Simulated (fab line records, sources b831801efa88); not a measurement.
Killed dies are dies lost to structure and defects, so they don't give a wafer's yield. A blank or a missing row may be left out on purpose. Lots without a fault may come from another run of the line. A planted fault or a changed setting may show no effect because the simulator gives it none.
fab line records | flow sfq_line
record lots=14 wafers=42 last_day=85
route steps=325 shown L0V@16
lots that met no fault: from a run of the same line without faults
start_h: hours from the record's first day to the start of the lot's first wafer shown | wait_h: hours since the lot's step before | " the same as in the row above | L1.1+2: a row that stands for several wafers | - no value, or no start given | * or withheld: withheld | < > ~ a bound
route shown NAME@n: a module of which the file shows steps, and the number in the route of the first | usual: mean/standard deviation of fault-free wafers | same: alike in all rows | chamber/n: place in a boat | sites: the reading at each site | _std_site: their standard deviation | _edge_site: outer sites' mean less inner sites' | radius_mm: how far each site lies from the wafer's centre | mask NAME#n: copy n | behind: the tool/chamber that last shaped the wafer | hold: why the lot was held/for how many hours/how that ended | device: the transistor (n, p or np) that didn't switch | end of line: the same wafers' tests at the end of the route | a step without rows: its recipe alone | killed: dies lost to structure and defects at the first sort, not the wafer's yield | map: a wafer's dies, x killed, . not, _ none there
set.NAME: the setting as run; set.NAME@STEP: as run at that earlier step | model.NAME: the simulator's own value behind a step, which no gauge read
steps of the route over a sample of lots; a table a step, a row a wafer
services: from which hour (start_h, from the record's first day; less than 0 if before it) a tool's chamber was out of use, for how many hours, and why
## steps
# step SFQ_TRILAYER_L0_CAP_PECVD_011
# recipe material=SiO2 temp_c=150 time_s=13.333 pressure_torr=2.4 rf_w=183.3 precursor=SiH4/N2O target_thk_nm=60
# usual chamber_pressure_Torr=2.400/0.0054 heater_power_w=84/25 throttle_valve_pct=25.1/1.2
# columns lot.wafer tool chamber start_h wait_h chamber_pressure_Torr heater_power_w throttle_valve_pct
L395.2 pecvd-01 2 85.93 0.0 2.408 84 25.9
L395.4 " 1 " " 2.399 112 23.0
L395.5 " 0 " " 2.402 56 24.1
L396.3 pecvd-01 1 90.73 0.0 2.393 111 23.2
L396.4 " 2 " " 2.401 83 25.9
L396.5 " 0 " " 2.396 62 24.3
L397.2 pecvd-02 0 98.46 0.0 2.402 104 24.9
L397.4 " 1 " " 2.393 103 26.4
L397.5 " 2 " " 2.394 43 26.7
L398.2 pecvd-01 0 103.26 0.0 2.397 64 24.4
L398.5 " 1 " " 2.402 104 23.0
L398.6 " 2 " " 2.396 78 25.9
L399.3 pecvd-02 2 106.88 0.0 2.408 46 26.5
L399.5 " 1 " " 2.394 104 26.0
L399.6 " 2 " " 2.404 34 26.8
L400.2 pecvd-02 1 114.06 0.0 2.404 112 26.3
L400.4 " 2 " " 2.401 34 26.4
L400.6 " 0 " " 2.389 112 24.7
L401.2 pecvd-02 2 120.06 0.0 2.400 43 26.3
L401.3 " 1 " " 2.400 98 26.3
L401.4 " 0 " " 2.405 117 24.8
L402.1 pecvd-01 2 128.48 0.0 2.399 81 26.2
L402.2 " 1 " " 2.394 118 23.3
L402.3 " 0 " " 2.398 62 24.4
L405.2 pecvd-02 2 138.08 0.0 2.405 39 26.7
L405.4 " 1 " " 2.394 100 26.1
L405.6 " 0 " " 2.401 117 24.5
L406.1 pecvd-02 1 145.28 0.0 2.395 109 26.3
L406.3 " 0 " " 2.405 117 24.8
L406.6 " 2 " " 2.384 35 26.2
L409.2 pecvd-03 0 161.88 0.0 2.400 63 24.0
L409.3 " 1 " " 2.400 79 23.7
L409.4 " 1 " " 2.406 78 24.0
L414.1 pecvd-01 0 195.60 0.0 2.410 63 24.8
L414.2 " 1 " " 2.401 103 23.1
L414.3 " 2 " " 2.400 84 26.4
L416.1 pecvd-01 0 201.60 0.0 2.399 68 24.3
L416.2 " 2 " " 2.400 71 26.3
L416.3 " 1 " " 2.398 99 23.6
L417.2 pecvd-01 0 206.40 0.0 2.403 67 24.6
L417.5 " 0 " " 2.400 68 25.0
L417.6 " 2 " " 2.403 72 26.4
# step SFQ_TRILAYER_L0_VIA_ETCH_VIA_ETCH_016
# recipe target=SiO2 stop_on=MoNx_KI mask_material=PR chemistry=CHF3 target_depth_nm=80 source_w=500 bias_w=80 pressure_mtorr=30 time_s=withheld
# usual drypump_motor_current_A=6.0/0.4 oes_product_au=0.841/0.0072
# columns lot.wafer tool chamber start_h wait_h drypump_motor_current_A oes_product_au
L395.2 rie_diel-04 0 165.87 0.0 5.8 0.834
L395.4 " 2 " " 6.2 0.846
L395.5 " 2 " " 6.2 0.841
L396.3 rie_diel-02 3 170.67 0.0 5.1 0.838
L396.4 " 2 " " 6.5 0.836
L396.5 " 1 " " 5.9 0.833
L397.2 rie_diel-03 3 182.67 0.0 6.2 0.844
L397.4 " 2 " " 6.3 0.845
L397.5 " 3 " " 6.2 0.842
L398.2 rie_diel-03 0 188.67 0.0 6.8 0.843
L398.5 " 0 " " 6.7 0.855
L398.6 " 3 " " 6.2 0.842
L399.3 rie_diel-03 1 193.60 0.0 6.1 0.840
L399.5 " 2 " " 6.2 0.851
L399.6 " 1 " " 6.1 0.846
L400.2 rie_diel-04 3 197.20 0.0 5.8 0.842
L400.4 " 0 " " 5.8 0.845
L400.6 " 0 " " 5.9 0.849
L401.2 rie_diel-04 1 203.20 0.0 6.1 0.834
L401.3 " 2 " " 6.2 0.839
L401.4 " 2 " " 6.3 0.843
L402.1 rie_diel-03 3 210.40 0.0 6.2 0.861
L402.2 " 2 " " 6.3 0.840
L402.3 " 0 " " 6.7 0.845
L405.2 rie_diel-04 3 220.00 0.0 5.8 0.836
L405.4 " 0 " " 5.8 0.725
L405.6 " 2 " " 6.2 0.846
L406.1 rie_diel-04 1 227.20 0.0 6.2 0.719
L406.3 " 2 " " 6.2 0.828
L406.6 " 3 " " 5.8 0.844
L409.2 rie_diel-04 1 259.72 0.0 6.1 0.840
L409.3 " 3 " " 5.8 0.836
L409.4 " 2 " " 6.2 0.838
L414.1 rie_diel-03 0 311.42 0.0 6.7 0.843
L414.2 " 1 " " 6.2 0.826
L414.3 " 3 " " 6.2 0.847
L416.1 rie_diel-02 0 318.96 0.0 5.4 0.834
L416.2 " 3 " " 5.1 0.841
L416.3 " 1 " " 5.8 0.840
L417.2 rie_diel-03 3 327.36 0.0 6.2 0.840
L417.5 " 2 " " 6.3 0.839
L417.6 " 1 " " 6.2 0.838
## services
# columns tool chamber start_h hours kind
rie_diel-02 3 117.21 5.4 repair
rie_diel-02 - 126.11 0.7 repair
pecvd-03 - 132.36 2.8 pm
rie_diel-04 0 136.52 20.9 repair
rie_diel-04 2 146.78 12.2 repair
rie_diel-02 2 156.00 3.1 repair
rie_diel-03 3 158.15 3.8 repair
rie_diel-03 2 160.71 9.7 repair
pecvd-02 - 173.99 0.3 repair
pecvd-02 0 176.62 16.8 repair
rie_diel-04 0 199.88 3.5 repair
rie_diel-02 0 205.72 1.5 repair
rie_diel-02 2 216.09 108.2 repair
pecvd-01 - 246.64 6.0 pm
rie_diel-03 - 250.05 2.2 repair
rie_diel-02 1 264.37 1.2 repair
rie_diel-02 3 269.13 4.8 repair
pecvd-01 1 273.73 11.3 repair
rie_diel-03 2 276.70 16.6 repair
pecvd-03 0 284.56 4.9 repair
pecvd-03 2 284.61 18.5 repair
rie_diel-02 1 292.76 15.0 repair
rie_diel-03 2 301.78 12.5 repair
pecvd-01 - 322.36 0.3 repair
## key
first_sign step=SFQ_TRILAYER_L0_VIA_ETCH_VIA_ETCH_016 reading=oes_product_au direction=down sigmas=16 usual=0.841 struck=0.722
effect none on later readings
met_at SFQ_TRILAYER_L0_CAP_PECVD_011
struck_lots L405,L406
struck_wafers L405.4,L406.1
onset_between 120.06 138.08
fault kind=process_parameter_drift tool=pecvd-02 chamber=1 onset_h=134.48 steps=SFQ_TRILAYER_L0_CAP_PECVD_011 channel=time_s offset=* shape=step end_h=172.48 acts_in=* stated=*
